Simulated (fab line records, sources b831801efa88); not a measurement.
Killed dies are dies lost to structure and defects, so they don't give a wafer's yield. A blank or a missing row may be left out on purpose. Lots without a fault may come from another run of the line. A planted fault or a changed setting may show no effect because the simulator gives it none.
Problem report in the 8D (eight disciplines) form, filled by code | flow sky130 | the parts of the form that need people (team, actions taken, sign-off) are left out

1. THE PROBLEM
oes_product_au at SKY_VIA4_ETCH_12 reads a mean of 0.978 a.u. on 2 wafers of 2 lots; wafers without a fault read 0.926 a.u. with a standard deviation of 0.0048. That is +11 standard deviations from the usual mean.
The step: etches SiO2 in C4F8/O2/Ar, stops on TiN, target depth 580 nm.
First seen on wafer L440.6, day 45 19:26, on rie_diel-02. The record holds 42 wafers of 14 lots with a number at this step. Rule for "out", or "out of limits": more than 4 standard deviations from the usual mean. The other wafers with a number count as sound.

2. WHAT IT IS AND WHAT IT IS NOT
question                    | is                       | is not
which readings at this step | oes_product_au           | -
which lots                  | L438, L440               | L427, L429, L430, L431, L432, L433, L434, L435, L439, L441, L448, L450
which wafers of those lots  | L438.6, L440.6           | L438.2, L438.3, L440.3, L440.5
read on which tools         | rie_diel-01, rie_diel-02 | rie_diel-03
when                        | from day 45 19:26        | up to then (26 sound wafers); but 14 sound wafers of L438, L439, L441, L448, L450 came after

3. SUSPECTS, AND WHAT RULES EACH OUT
Counting: a tool at a process step up to the reading stays a suspect if it ran every lot that is out. Sound lots after the first of them don't rule it out here, since some wafers of a struck lot are sound.
- cmp-01 at SKY_VIA4_CMP_02 (polishes SiO2): kept. It ran every lot that is out, first L440 (day 44 21:28); its last sound lot up to then is L435 (day 44 12:53).
Left after counting: cmp-01 at SKY_VIA4_CMP_02.

4. THE CAUSE (what the simulator had put in)
Process parameter drift: cmp-01, from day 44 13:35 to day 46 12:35, at SKY_VIA4_CMP_02. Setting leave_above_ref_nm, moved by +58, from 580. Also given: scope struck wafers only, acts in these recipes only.
Counting left only this tool.

5. THE CHAIN OF EFFECTS, in route order
Each row: a reading whose mean over the struck wafers that have a number lies more than 3 standard deviations from the usual. Only readings for which the record gives a usual standard deviation are gone through. hours: the time from each lot's start at the first step in this table that gives one to its start at this step, as a median over the lots. sigmas: the change in usual standard deviations.
hours | step             | reading        | usual      | on struck wafers | change | sigmas
0     | SKY_VIA4_ETCH_12 | oes_product_au | 0.926 a.u. | 0.978            | +0.052 | +11
The process steps in it:
- SKY_VIA4_ETCH_12: etches SiO2 in C4F8/O2/Ar, stops on TiN, target depth 580 nm.

6. WHAT WOULD HAVE CAUGHT IT SOONER
In this record the first reading out of limits was taken at day 45 19:26, 30 hours after the fault began at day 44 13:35.
Of the tool readings at SKY_VIA4_CMP_02 for which the record gives a usual standard deviation, none was out on any struck wafer, so an alarm limit of 4 standard deviations on them would not have fired.
All the lots that are out (2) had begun SKY_VIA4_CMP_02 on cmp-01 by day 45 19:26. A hold on the tool at that time would have spared none of them.
